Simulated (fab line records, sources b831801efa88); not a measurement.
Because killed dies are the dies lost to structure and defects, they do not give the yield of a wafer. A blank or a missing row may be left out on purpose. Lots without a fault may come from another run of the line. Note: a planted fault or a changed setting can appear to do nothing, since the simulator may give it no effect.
fab line records / flow sfqLine
record: lots: 13 wafers: 38 lastDay: 94
route steps=325 shown I2@114 M6@263 I7@299
lots that met no fault: from a run of the same line without faults
startH: start of the lot's first displayed wafer, in hours after the record's first day / waitH: how many hours have passed since the lot's step before this one / " repeats the value in the row above / L1.1+2: several wafers, shown together as one row / - no value, or no start was given / * or withheld: withheld / < > ~ a bound
route shown NAME@n: NAME is a module with steps in the file, n the number in the route of the first one / usual: the fault-free wafers' mean and standard deviation / same: alike in all rows / chamber/n: place in a boat / sites: each site's reading / _std_site: their standard deviation / _edge_site: inner sites' mean taken away from outer sites' mean / radiusMm: for every site, how far away it sits from the centre of the wafer / mask NAME#n: copy n / behind: the last tool/chamber to shape the wafer / hold: the reason the lot was held/the length of the hold in hours/how it ended / device: which transistor (n, p or np) failed to switch / end of line: tests of these same wafers at the route's end / for a step that has no rows: nothing shown but its recipe / killed: not the wafer's yield, but the dies lost to structure and defects at the first sort / map: per-die view of a wafer (x killed, . not killed, _ where there is no die)
set.NAME: setting as actually run; set.NAME@STEP: the setting as run at that earlier step / model.NAME: the simulator's own value behind a step, which no gauge read
route steps across a sampled set of lots; one table per step, one row per wafer
services: from which hour (startH, from the record's first day; less than 0 if before it) a tool's chamber was out of use, for how many hours, and why
== steps ==
step: SFQ_TRILAYER_I2_VIA_BARC_OPEN_VIA_ETCH_096
recipe: maskMaterial: PR chemistry: O2 targetDepthNm: 125 target: BARC sourceW: 500 biasW: 80 pressureMtorr: 30 timeS: 41.7
usual: drypumpMotorCurrentA: 5.6/0.39 oesProductAu: 0.686/0.0047 rfFwdPowerW: 494.9/2.6
lot.wafer=L242.1 tool=rieDiel-02 chamber=1 startH=677.61 waitH=0.0 drypumpMotorCurrentA=6.1 oesProductAu=0.685 rfFwdPowerW=497.3 rfHoursCounterH=0
lot.wafer=L242.5 tool=rieDiel-02 chamber=1 startH=677.61 waitH=0.0 drypumpMotorCurrentA=6.1 oesProductAu=0.682 rfFwdPowerW=499.0 rfHoursCounterH=-
lot.wafer=L242.6 tool=rieDiel-02 chamber=2 startH=677.61 waitH=0.0 drypumpMotorCurrentA=5.8 oesProductAu=0.689 rfFwdPowerW=487.4 rfHoursCounterH=-
lot.wafer=L243.1 tool=rieDiel-03 chamber=0 startH=699.21 waitH=0.0 drypumpMotorCurrentA=6.1 oesProductAu=0.679 rfFwdPowerW=494.0 rfHoursCounterH=2
lot.wafer=L243.2 tool=rieDiel-03 chamber=3 startH=699.21 waitH=0.0 drypumpMotorCurrentA=5.0 oesProductAu=0.694 rfFwdPowerW=494.4 rfHoursCounterH=48
lot.wafer=L243.6 tool=rieDiel-03 chamber=3 startH=699.21 waitH=0.0 drypumpMotorCurrentA=5.0 oesProductAu=0.684 rfFwdPowerW=495.3 rfHoursCounterH=-
lot.wafer=L244.3 tool=rieDiel-01 chamber=3 startH=714.77 waitH=0.0 drypumpMotorCurrentA=5.7 oesProductAu=0.682 rfFwdPowerW=492.6 rfHoursCounterH=3
lot.wafer=L244.4 tool=rieDiel-01 chamber=2 startH=714.77 waitH=0.0 drypumpMotorCurrentA=4.8 oesProductAu=0.689 rfFwdPowerW=498.4 rfHoursCounterH=6
lot.wafer=L244.6 tool=rieDiel-01 chamber=0 startH=714.77 waitH=0.0 drypumpMotorCurrentA=5.4 oesProductAu=0.679 rfFwdPowerW=496.6 rfHoursCounterH=-
lot.wafer=L245.1 tool=rieDiel-02 chamber=1 startH=725.70 waitH=0.0 drypumpMotorCurrentA=6.1 oesProductAu=0.684 rfFwdPowerW=496.6 rfHoursCounterH=1
lot.wafer=L245.3 tool=rieDiel-02 chamber=0 startH=725.70 waitH=0.0 drypumpMotorCurrentA=5.6 oesProductAu=0.682 rfFwdPowerW=491.7 rfHoursCounterH=7
lot.wafer=L245.4 tool=rieDiel-02 chamber=0 startH=725.70 waitH=0.0 drypumpMotorCurrentA=5.6 oesProductAu=0.690 rfFwdPowerW=493.1 rfHoursCounterH=-
lot.wafer=L246.2 tool=rieDiel-01 chamber=2 startH=728.10 waitH=0.0 drypumpMotorCurrentA=4.9 oesProductAu=0.683 rfFwdPowerW=495.8 rfHoursCounterH=6
lot.wafer=L246.4 tool=rieDiel-01 chamber=3 startH=728.10 waitH=0.0 drypumpMotorCurrentA=5.7 oesProductAu=0.684 rfFwdPowerW=491.3 rfHoursCounterH=3
lot.wafer=L246.5 tool=rieDiel-01 chamber=3 startH=728.10 waitH=0.0 drypumpMotorCurrentA=5.6 oesProductAu=0.688 rfFwdPowerW=491.7 rfHoursCounterH=-
lot.wafer=L247.1 tool=rieDiel-03 chamber=2 startH=747.30 waitH=0.0 drypumpMotorCurrentA=5.7 oesProductAu=0.682 rfFwdPowerW=496.6 rfHoursCounterH=6
lot.wafer=L247.2 tool=rieDiel-03 chamber=1 startH=747.30 waitH=0.0 drypumpMotorCurrentA=5.8 oesProductAu=0.693 rfFwdPowerW=492.3 rfHoursCounterH=2
lot.wafer=L247.3 tool=rieDiel-03 chamber=0 startH=747.30 waitH=0.0 drypumpMotorCurrentA=6.2 oesProductAu=0.681 rfFwdPowerW=489.6 rfHoursCounterH=2
lot.wafer=L248.2 tool=rieDiel-02 chamber=0 startH=760.50 waitH=0.0 drypumpMotorCurrentA=5.5 oesProductAu=0.690 rfFwdPowerW=494.2 rfHoursCounterH=7
lot.wafer=L248.3 tool=rieDiel-02 chamber=2 startH=760.50 waitH=0.0 drypumpMotorCurrentA=5.8 oesProductAu=0.687 rfFwdPowerW=486.2 rfHoursCounterH=9
lot.wafer=L248.4 tool=rieDiel-02 chamber=1 startH=760.50 waitH=0.0 drypumpMotorCurrentA=6.1 oesProductAu=0.690 rfFwdPowerW=498.3 rfHoursCounterH=-
lot.wafer=L249.2 tool=rieDiel-03 chamber=0 startH=771.30 waitH=0.0 drypumpMotorCurrentA=6.2 oesProductAu=0.684 rfFwdPowerW=493.2 rfHoursCounterH=2
lot.wafer=L249.3 tool=rieDiel-03 chamber=3 startH=771.30 waitH=0.0 drypumpMotorCurrentA=5.0 oesProductAu=0.687 rfFwdPowerW=495.0 rfHoursCounterH=49
lot.wafer=L249.5 tool=rieDiel-03 chamber=0 startH=771.30 waitH=0.0 drypumpMotorCurrentA=6.2 oesProductAu=0.681 rfFwdPowerW=496.4 rfHoursCounterH=-
lot.wafer=L250.1 tool=rieDiel-03 chamber=0 startH=786.90 waitH=0.0 drypumpMotorCurrentA=6.2 oesProductAu=0.684 rfFwdPowerW=494.1 rfHoursCounterH=2
lot.wafer=L250.4 tool=rieDiel-03 chamber=2 startH=786.90 waitH=0.0 drypumpMotorCurrentA=5.7 oesProductAu=0.683 rfFwdPowerW=497.6 rfHoursCounterH=6
lot.wafer=L250.6 tool=rieDiel-03 chamber=2 startH=786.90 waitH=0.0 drypumpMotorCurrentA=5.7 oesProductAu=0.683 rfFwdPowerW=498.3 rfHoursCounterH=-
lot.wafer=L251.2 tool=rieDiel-02 chamber=0 startH=790.50 waitH=0.0 drypumpMotorCurrentA=5.6 oesProductAu=0.684 rfFwdPowerW=498.1 rfHoursCounterH=7
lot.wafer=L251.5 tool=rieDiel-02 chamber=2 startH=790.50 waitH=0.0 drypumpMotorCurrentA=5.8 oesProductAu=0.693 rfFwdPowerW=487.6 rfHoursCounterH=-
lot.wafer=L251.6 tool=rieDiel-02 chamber=3 startH=790.50 waitH=0.0 drypumpMotorCurrentA=5.9 oesProductAu=0.685 rfFwdPowerW=495.8 rfHoursCounterH=-
lot.wafer=L260.1 tool=rieDiel-03 chamber=1 startH=871.29 waitH=0.0 drypumpMotorCurrentA=5.8 oesProductAu=0.662 rfFwdPowerW=494.8 rfHoursCounterH=4
lot.wafer=L260.4 tool=rieDiel-03 chamber=3 startH=871.29 waitH=0.0 drypumpMotorCurrentA=5.0 oesProductAu=0.694 rfFwdPowerW=497.4 rfHoursCounterH=1
lot.wafer=L264.1 tool=rieDiel-02 chamber=1 startH=888.84 waitH=0.0 drypumpMotorCurrentA=6.1 oesProductAu=0.683 rfFwdPowerW=495.7 rfHoursCounterH=3
lot.wafer=L264.2 tool=rieDiel-02 chamber=3 startH=888.84 waitH=0.0 drypumpMotorCurrentA=5.9 oesProductAu=0.683 rfFwdPowerW=494.5 rfHoursCounterH=2
lot.wafer=L264.3 tool=rieDiel-02 chamber=2 startH=888.84 waitH=0.0 drypumpMotorCurrentA=5.9 oesProductAu=0.692 rfFwdPowerW=488.9 rfHoursCounterH=11
lot.wafer=L265.1 tool=rieDiel-01 chamber=3 startH=900.94 waitH=0.0 drypumpMotorCurrentA=5.6 oesProductAu=0.684 rfFwdPowerW=490.2 rfHoursCounterH=6
lot.wafer=L265.2 tool=rieDiel-01 chamber=1 startH=900.94 waitH=0.0 drypumpMotorCurrentA=5.2 oesProductAu=0.699 rfFwdPowerW=491.6 rfHoursCounterH=5
lot.wafer=L265.4 tool=rieDiel-01 chamber=0 startH=900.94 waitH=0.0 drypumpMotorCurrentA=5.4 oesProductAu=0.678 rfFwdPowerW=497.5 rfHoursCounterH=7
step: SFQ_TRILAYER_M6_ETCH_METAL_ETCH_162
recipe: target: Nb stopOn: SiO2 maskMaterial: PR chemistry: Cl2/Ar targetDepthNm: 240 icpW: 600 biasW: 80 pressureMtorr: 10 timeS: 120
usual: drypumpMotorCurrentA: 5.9/0.52 oesProductAu: 0.894/0.0083 rfFwdPowerW: 597.2/2.1
lot.wafer=L242.1 tool=rieMetal-03 chamber=1 startH=1711.76 waitH=0.0 drypumpMotorCurrentA=6.5 oesProductAu=0.892 rfFwdPowerW=595.2 rfHoursCounterH=115
lot.wafer=L242.5 tool=rieMetal-03 chamber=1 startH=1711.76 waitH=0.0 drypumpMotorCurrentA=6.5 oesProductAu=0.882 rfFwdPowerW=598.1 rfHoursCounterH=-
lot.wafer=L242.6 tool=rieMetal-03 chamber=0 startH=1711.76 waitH=0.0 drypumpMotorCurrentA=5.1 oesProductAu=0.884 rfFwdPowerW=597.4 rfHoursCounterH=-
lot.wafer=L243.1 tool=rieMetal-03 chamber=1 startH=1769.66 waitH=0.0 drypumpMotorCurrentA=6.5 oesProductAu=0.898 rfFwdPowerW=594.5 rfHoursCounterH=121
lot.wafer=L243.2 tool=rieMetal-03 chamber=0 startH=1769.66 waitH=0.0 drypumpMotorCurrentA=5.1 oesProductAu=0.894 rfFwdPowerW=597.6 rfHoursCounterH=101
lot.wafer=L243.6 tool=rieMetal-03 chamber=1 startH=1769.66 waitH=0.0 drypumpMotorCurrentA=6.5 oesProductAu=0.894 rfFwdPowerW=596.7 rfHoursCounterH=-
lot.wafer=L244.3 tool=rieMetal-04 chamber=1 startH=1772.11 waitH=0.1 drypumpMotorCurrentA=5.7 oesProductAu=0.891 rfFwdPowerW=597.1 rfHoursCounterH=-
lot.wafer=L244.4 tool=rieMetal-04 chamber=0 startH=1772.11 waitH=0.1 drypumpMotorCurrentA=6.2 oesProductAu=0.895 rfFwdPowerW=598.8 rfHoursCounterH=-
lot.wafer=L244.6 tool=rieMetal-04 chamber=0 startH=1772.11 waitH=0.1 drypumpMotorCurrentA=6.1 oesProductAu=0.907 rfFwdPowerW=599.6 rfHoursCounterH=-
lot.wafer=L245.1 tool=rieMetal-02 chamber=1 startH=1779.39 waitH=0.0 drypumpMotorCurrentA=5.8 oesProductAu=0.912 rfFwdPowerW=594.8 rfHoursCounterH=110
lot.wafer=L245.3 tool=rieMetal-02 chamber=1 startH=1779.39 waitH=0.0 drypumpMotorCurrentA=5.8 oesProductAu=0.904 rfFwdPowerW=592.3 rfHoursCounterH=-
lot.wafer=L245.4 tool=rieMetal-02 chamber=0 startH=1779.39 waitH=0.0 drypumpMotorCurrentA=6.3 oesProductAu=0.898 rfFwdPowerW=597.5 rfHoursCounterH=-
lot.wafer=L246.2 tool=rieMetal-03 chamber=0 startH=1780.59 waitH=0.0 drypumpMotorCurrentA=5.1 oesProductAu=0.911 rfFwdPowerW=596.6 rfHoursCounterH=102
lot.wafer=L246.4 tool=rieMetal-03 chamber=0 startH=1780.59 waitH=0.0 drypumpMotorCurrentA=5.0 oesProductAu=0.905 rfFwdPowerW=598.6 rfHoursCounterH=-
lot.wafer=L246.5 tool=rieMetal-03 chamber=0 startH=1780.59 waitH=0.0 drypumpMotorCurrentA=5.0 oesProductAu=0.907 rfFwdPowerW=594.3 rfHoursCounterH=-
lot.wafer=L247.1 tool=rieMetal-04 chamber=0 startH=1781.85 waitH=0.1 drypumpMotorCurrentA=6.2 oesProductAu=0.894 rfFwdPowerW=598.4 rfHoursCounterH=58
lot.wafer=L247.2 tool=rieMetal-04 chamber=0 startH=1781.85 waitH=0.1 drypumpMotorCurrentA=6.2 oesProductAu=0.897 rfFwdPowerW=597.1 rfHoursCounterH=-
lot.wafer=L247.3 tool=rieMetal-04 chamber=0 startH=1781.85 waitH=0.1 drypumpMotorCurrentA=6.2 oesProductAu=0.900 rfFwdPowerW=597.9 rfHoursCounterH=-
lot.wafer=L248.2 tool=rieMetal-02 chamber=1 startH=1784.19 waitH=0.0 drypumpMotorCurrentA=5.9 oesProductAu=0.903 rfFwdPowerW=595.3 rfHoursCounterH=110
lot.wafer=L248.3 tool=rieMetal-02 chamber=1 startH=1784.19 waitH=0.0 drypumpMotorCurrentA=5.9 oesProductAu=0.898 rfFwdPowerW=595.6 rfHoursCounterH=-
lot.wafer=L248.4 tool=rieMetal-02 chamber=0 startH=1784.19 waitH=0.0 drypumpMotorCurrentA=6.3 oesProductAu=0.901 rfFwdPowerW=595.9 rfHoursCounterH=-
lot.wafer=L249.2 tool=rieMetal-03 chamber=0 startH=1785.39 waitH=0.0 drypumpMotorCurrentA=5.1 oesProductAu=0.907 rfFwdPowerW=598.5 rfHoursCounterH=103
lot.wafer=L249.3 tool=rieMetal-03 chamber=1 startH=1785.39 waitH=0.0 drypumpMotorCurrentA=6.5 oesProductAu=0.887 rfFwdPowerW=596.2 rfHoursCounterH=-
lot.wafer=L249.5 tool=rieMetal-03 chamber=1 startH=1785.39 waitH=0.0 drypumpMotorCurrentA=6.5 oesProductAu=0.894 rfFwdPowerW=600.0 rfHoursCounterH=-
lot.wafer=L250.1 tool=rieMetal-04 chamber=0 startH=1786.65 waitH=0.1 drypumpMotorCurrentA=6.2 oesProductAu=0.888 rfFwdPowerW=601.3 rfHoursCounterH=59
lot.wafer=L250.4 tool=rieMetal-04 chamber=0 startH=1786.65 waitH=0.1 drypumpMotorCurrentA=6.2 oesProductAu=0.895 rfFwdPowerW=596.3 rfHoursCounterH=-
lot.wafer=L250.6 tool=rieMetal-04 chamber=0 startH=1786.65 waitH=0.1 drypumpMotorCurrentA=6.2 oesProductAu=0.886 rfFwdPowerW=597.6 rfHoursCounterH=-
lot.wafer=L251.2 tool=rieMetal-04 chamber=1 startH=1824.02 waitH=0.1 drypumpMotorCurrentA=5.7 oesProductAu=0.900 rfFwdPowerW=595.6 rfHoursCounterH=-
lot.wafer=L251.5 tool=rieMetal-04 chamber=1 startH=1824.02 waitH=0.1 drypumpMotorCurrentA=5.7 oesProductAu=0.894 rfFwdPowerW=595.2 rfHoursCounterH=-
lot.wafer=L251.6 tool=rieMetal-04 chamber=1 startH=1824.02 waitH=0.1 drypumpMotorCurrentA=5.7 oesProductAu=0.907 rfFwdPowerW=596.1 rfHoursCounterH=-
lot.wafer=L260.1 tool=rieMetal-02 chamber=1 startH=1861.47 waitH=0.0 drypumpMotorCurrentA=5.9 oesProductAu=0.904 rfFwdPowerW=599.2 rfHoursCounterH=121
lot.wafer=L260.4 tool=rieMetal-02 chamber=1 startH=1861.47 waitH=0.0 drypumpMotorCurrentA=5.8 oesProductAu=0.895 rfFwdPowerW=598.1 rfHoursCounterH=-
lot.wafer=L264.1 tool=rieMetal-02 chamber=0 startH=1970.19 waitH=0.1 drypumpMotorCurrentA=6.3 oesProductAu=0.907 rfFwdPowerW=599.7 rfHoursCounterH=118
lot.wafer=L264.2 tool=rieMetal-02 chamber=0 startH=1970.19 waitH=0.1 drypumpMotorCurrentA=6.3 oesProductAu=0.898 rfFwdPowerW=597.2 rfHoursCounterH=-
lot.wafer=L264.3 tool=rieMetal-02 chamber=0 startH=1970.19 waitH=0.1 drypumpMotorCurrentA=6.3 oesProductAu=0.896 rfFwdPowerW=600.2 rfHoursCounterH=-
lot.wafer=L265.1 tool=rieMetal-02 chamber=0 startH=1973.75 waitH=0.1 drypumpMotorCurrentA=6.3 oesProductAu=0.908 rfFwdPowerW=598.0 rfHoursCounterH=119
lot.wafer=L265.2 tool=rieMetal-02 chamber=0 startH=1973.75 waitH=0.1 drypumpMotorCurrentA=6.3 oesProductAu=0.895 rfFwdPowerW=599.0 rfHoursCounterH=-
lot.wafer=L265.4 tool=rieMetal-02 chamber=0 startH=1973.75 waitH=0.1 drypumpMotorCurrentA=6.3 oesProductAu=0.876 rfFwdPowerW=596.6 rfHoursCounterH=-
step: SFQ_TRILAYER_I7_METRO_MEASURE_185
usual: thkNm: 198.7/1.5
lot.wafer=L242.1 tool=filmMetro-03 chamber=- startH=1930.86 waitH=0.1 thkNm=196.4
lot.wafer=L242.5 tool=filmMetro-03 chamber=- startH=1930.86 waitH=0.1 thkNm=197.4
lot.wafer=L242.6 tool=filmMetro-03 chamber=- startH=1930.86 waitH=0.1 thkNm=197.4
lot.wafer=L243.1 tool=filmMetro-02 chamber=- startH=1933.30 waitH=0.1 thkNm=199.9
lot.wafer=L243.2 tool=filmMetro-02 chamber=- startH=1933.30 waitH=0.1 thkNm=198.2
lot.wafer=L243.6 tool=filmMetro-02 chamber=- startH=1933.30 waitH=0.1 thkNm=198.3
lot.wafer=L244.3 tool=filmMetro-04 chamber=- startH=1934.86 waitH=0.5 thkNm=197.6
lot.wafer=L244.4 tool=filmMetro-04 chamber=- startH=1934.86 waitH=0.5 thkNm=198.6
lot.wafer=L244.6 tool=filmMetro-04 chamber=- startH=1934.86 waitH=0.5 thkNm=198.6
lot.wafer=L245.1 tool=filmMetro-03 chamber=- startH=1936.86 waitH=0.1 thkNm=198.4
lot.wafer=L245.3 tool=filmMetro-03 chamber=- startH=1936.86 waitH=0.1 thkNm=198.4
lot.wafer=L245.4 tool=filmMetro-03 chamber=- startH=1936.86 waitH=0.1 thkNm=197.8
lot.wafer=L246.2 tool=filmMetro-02 chamber=- startH=1940.66 waitH=0.3 thkNm=198.7
lot.wafer=L246.4 tool=filmMetro-02 chamber=- startH=1940.66 waitH=0.3 thkNm=198.1
lot.wafer=L246.5 tool=filmMetro-02 chamber=- startH=1940.66 waitH=0.3 thkNm=196.4
lot.wafer=L247.1 tool=filmMetro-04 chamber=- startH=1941.66 waitH=0.1 thkNm=198.5
lot.wafer=L247.2 tool=filmMetro-04 chamber=- startH=1941.66 waitH=0.1 thkNm=198.8
lot.wafer=L247.3 tool=filmMetro-04 chamber=- startH=1941.66 waitH=0.1 thkNm=199.6
lot.wafer=L248.2 tool=filmMetro-03 chamber=- startH=1945.49 waitH=0.3 thkNm=198.3
lot.wafer=L248.3 tool=filmMetro-03 chamber=- startH=1945.49 waitH=0.3 thkNm=199.2
lot.wafer=L248.4 tool=filmMetro-03 chamber=- startH=1945.49 waitH=0.3 thkNm=200.1
lot.wafer=L249.2 tool=filmMetro-02 chamber=- startH=1948.49 waitH=0.3 thkNm=199.5
lot.wafer=L249.3 tool=filmMetro-02 chamber=- startH=1948.49 waitH=0.3 thkNm=199.2
lot.wafer=L249.5 tool=filmMetro-02 chamber=- startH=1948.49 waitH=0.3 thkNm=197.8
lot.wafer=L250.1 tool=filmMetro-04 chamber=- startH=1948.84 waitH=0.1 thkNm=198.5
lot.wafer=L250.4 tool=filmMetro-04 chamber=- startH=1948.84 waitH=0.1 thkNm=198.3
lot.wafer=L250.6 tool=filmMetro-04 chamber=- startH=1948.84 waitH=0.1 thkNm=198.0
lot.wafer=L251.2 tool=filmMetro-03 chamber=- startH=1951.49 waitH=0.3 thkNm=197.8
lot.wafer=L251.5 tool=filmMetro-03 chamber=- startH=1951.49 waitH=0.3 thkNm=199.8
lot.wafer=L251.6 tool=filmMetro-03 chamber=- startH=1951.49 waitH=0.3 thkNm=197.7
lot.wafer=L260.1 tool=filmMetro-02 chamber=- startH=1995.83 waitH=0.1 thkNm=195.7
lot.wafer=L260.4 tool=filmMetro-02 chamber=- startH=1995.83 waitH=0.1 thkNm=197.3
lot.wafer=L264.1 tool=filmMetro-03 chamber=- startH=2093.15 waitH=0.1 thkNm=197.7
lot.wafer=L264.2 tool=filmMetro-03 chamber=- startH=2093.15 waitH=0.1 thkNm=200.9
lot.wafer=L264.3 tool=filmMetro-03 chamber=- startH=2093.15 waitH=0.1 thkNm=199.2
lot.wafer=L265.1 tool=filmMetro-04 chamber=- startH=2097.99 waitH=0.1 thkNm=198.6
lot.wafer=L265.2 tool=filmMetro-04 chamber=- startH=2097.99 waitH=0.1 thkNm=196.0
lot.wafer=L265.4 tool=filmMetro-04 chamber=- startH=2097.99 waitH=0.1 thkNm=197.2
step: SFQ_I7_OVL_MEAS_947
usual: I7_OVL: -1/6.3
lot.wafer=L242.1 tool=overlay-02 chamber=- startH=1934.44 waitH=0.1 I7_OVL[nm]=5
lot.wafer=L242.5 tool=overlay-02 chamber=- startH=1934.44 waitH=0.1 I7_OVL[nm]=6
lot.wafer=L242.6 tool=overlay-02 chamber=- startH=1934.44 waitH=0.1 I7_OVL[nm]=-1
lot.wafer=L243.1 tool=overlay-01 chamber=- startH=1936.75 waitH=0.1 I7_OVL[nm]=3
lot.wafer=L243.2 tool=overlay-01 chamber=- startH=1936.75 waitH=0.1 I7_OVL[nm]=1
lot.wafer=L243.6 tool=overlay-01 chamber=- startH=1936.75 waitH=0.1 I7_OVL[nm]=3
lot.wafer=L244.3 tool=overlay-01 chamber=- startH=1937.96 waitH=0.1 I7_OVL[nm]=-8
lot.wafer=L244.4 tool=overlay-01 chamber=- startH=1937.96 waitH=0.1 I7_OVL[nm]=-2
lot.wafer=L244.6 tool=overlay-01 chamber=- startH=1937.96 waitH=0.1 I7_OVL[nm]=-6
lot.wafer=L245.1 tool=overlay-02 chamber=- startH=1940.31 waitH=0.1 I7_OVL[nm]=-5
lot.wafer=L245.3 tool=overlay-02 chamber=- startH=1940.31 waitH=0.1 I7_OVL[nm]=-1
lot.wafer=L245.4 tool=overlay-02 chamber=- startH=1940.31 waitH=0.1 I7_OVL[nm]=0
lot.wafer=L246.2 tool=overlay-02 chamber=- startH=1943.92 waitH=0.1 I7_OVL[nm]=-4
lot.wafer=L246.4 tool=overlay-02 chamber=- startH=1943.92 waitH=0.1 I7_OVL[nm]=-9
lot.wafer=L246.5 tool=overlay-02 chamber=- startH=1943.92 waitH=0.1 I7_OVL[nm]=0
lot.wafer=L247.1 tool=overlay-02 chamber=- startH=1946.31 waitH=0.1 I7_OVL[nm]=3
lot.wafer=L247.2 tool=overlay-02 chamber=- startH=1946.31 waitH=0.1 I7_OVL[nm]=0
lot.wafer=L247.3 tool=overlay-02 chamber=- startH=1946.31 waitH=0.1 I7_OVL[nm]=2
lot.wafer=L248.2 tool=overlay-01 chamber=- startH=1948.75 waitH=0.1 I7_OVL[nm]=-2
lot.wafer=L248.3 tool=overlay-01 chamber=- startH=1948.75 waitH=0.1 I7_OVL[nm]=4
lot.wafer=L248.4 tool=overlay-01 chamber=- startH=1948.75 waitH=0.1 I7_OVL[nm]=-1
lot.wafer=L249.2 tool=overlay-02 chamber=- startH=2060.25 waitH=0.1 I7_OVL[nm]=-2
lot.wafer=L249.3 tool=overlay-02 chamber=- startH=2060.25 waitH=0.1 I7_OVL[nm]=3
lot.wafer=L249.5 tool=overlay-02 chamber=- startH=2060.25 waitH=0.1 I7_OVL[nm]=0
lot.wafer=L250.1 tool=overlay-01 chamber=- startH=2061.44 waitH=0.1 I7_OVL[nm]=-1
lot.wafer=L250.4 tool=overlay-01 chamber=- startH=2061.44 waitH=0.1 I7_OVL[nm]=1
lot.wafer=L250.6 tool=overlay-01 chamber=- startH=2061.44 waitH=0.1 I7_OVL[nm]=2
lot.wafer=L251.2 tool=overlay-01 chamber=- startH=2063.85 waitH=0.1 I7_OVL[nm]=-13
lot.wafer=L251.5 tool=overlay-01 chamber=- startH=2063.85 waitH=0.1 I7_OVL[nm]=-12
lot.wafer=L251.6 tool=overlay-01 chamber=- startH=2063.85 waitH=0.1 I7_OVL[nm]=-15
lot.wafer=L260.1 tool=overlay-02 chamber=- startH=2104.56 waitH=0.1 I7_OVL[nm]=-4
lot.wafer=L260.4 tool=overlay-02 chamber=- startH=2104.56 waitH=0.1 I7_OVL[nm]=2
lot.wafer=L264.1 tool=overlay-02 chamber=- startH=2174.98 waitH=0.1 I7_OVL[nm]=7
lot.wafer=L264.2 tool=overlay-02 chamber=- startH=2174.98 waitH=0.1 I7_OVL[nm]=6
lot.wafer=L264.3 tool=overlay-02 chamber=- startH=2174.98 waitH=0.1 I7_OVL[nm]=5
lot.wafer=L265.1 tool=overlay-02 chamber=- startH=2178.58 waitH=0.1 I7_OVL[nm]=7
lot.wafer=L265.2 tool=overlay-02 chamber=- startH=2178.58 waitH=0.1 I7_OVL[nm]=13
lot.wafer=L265.4 tool=overlay-02 chamber=- startH=2178.58 waitH=0.1 I7_OVL[nm]=2
== services ==
tool=rieDiel-02 chamber=2 startH=660.50 hours=13.6 kind=repair
tool=rieDiel-02 chamber=1 startH=663.90 hours=1.3 kind=repair
tool=rieDiel-02 chamber=1 startH=665.58 hours=5.2 kind=repair
tool=rieDiel-02 chamber=3 startH=687.68 hours=9.3 kind=repair
tool=rieDiel-02 chamber=- startH=688.83 hours=15.7 kind=repair
tool=filmMetro-03 chamber=- startH=692.77 hours=1.9 kind=pm
tool=rieDiel-02 chamber=0 startH=707.67 hours=8.2 kind=repair
tool=rieDiel-02 chamber=2 startH=713.28 hours=32.9 kind=repair
tool=rieDiel-02 chamber=1 startH=787.82 hours=23.8 kind=repair
tool=rieDiel-02 chamber=0 startH=801.62 hours=6.4 kind=repair
tool=filmMetro-03 chamber=- startH=828.28 hours=0.4 kind=pm
tool=filmMetro-03 chamber=- startH=893.25 hours=1.7 kind=pm
tool=filmMetro-03 chamber=- startH=937.77 hours=0.4 kind=pm
tool=rieDiel-02 chamber=1 startH=970.41 hours=20.5 kind=repair
tool=rieDiel-02 chamber=2 startH=984.94 hours=5.5 kind=repair
tool=filmMetro-03 chamber=- startH=1001.42 hours=0.6 kind=pm
tool=rieDiel-02 chamber=2 startH=1073.20 hours=3.2 kind=repair
tool=filmMetro-03 chamber=- startH=1073.28 hours=3.8 kind=pm
tool=filmMetro-03 chamber=- startH=1078.66 hours=1.7 kind=repair
tool=rieDiel-02 chamber=0 startH=1085.11 hours=15.2 kind=repair
tool=rieDiel-02 chamber=- startH=1098.78 hours=0.1 kind=repair
tool=rieDiel-02 chamber=- startH=1109.30 hours=15.6 kind=pm
tool=rieDiel-02 chamber=- startH=1130.95 hours=1.0 kind=repair
tool=filmMetro-03 chamber=- startH=1138.25 hours=0.8 kind=pm
== key ==
firstSign: step: SFQ_TRILAYER_I2_VIA_BARC_OPEN_VIA_ETCH_096 reading: oesProductAu direction: down sigmas: 5 usual: 0.686 struck: 0.662
effect none on later readings
metAt SFQ_TRILAYER_I2_VIA_BARC_OPEN_VIA_ETCH_096
struckLots L260
struckWafers L260.1
notActingAt SFQ_TRILAYER_M6_ETCH_METAL_ETCH_162,SFQ_TRILAYER_I7_METRO_MEASURE_185,SFQ_I7_OVL_MEAS_947
onsetBetween 786.90 871.29
fault: kind: processParameterDrift tool: rieDiel-03 chamber: - onsetH: 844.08 steps: SFQ_TRILAYER_I2_VIA_BARC_OPEN_VIA_ETCH_096 channel: timeS offset: * shape: step endH: 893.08 scope: struckWafersOnly actsIn: * stated: *
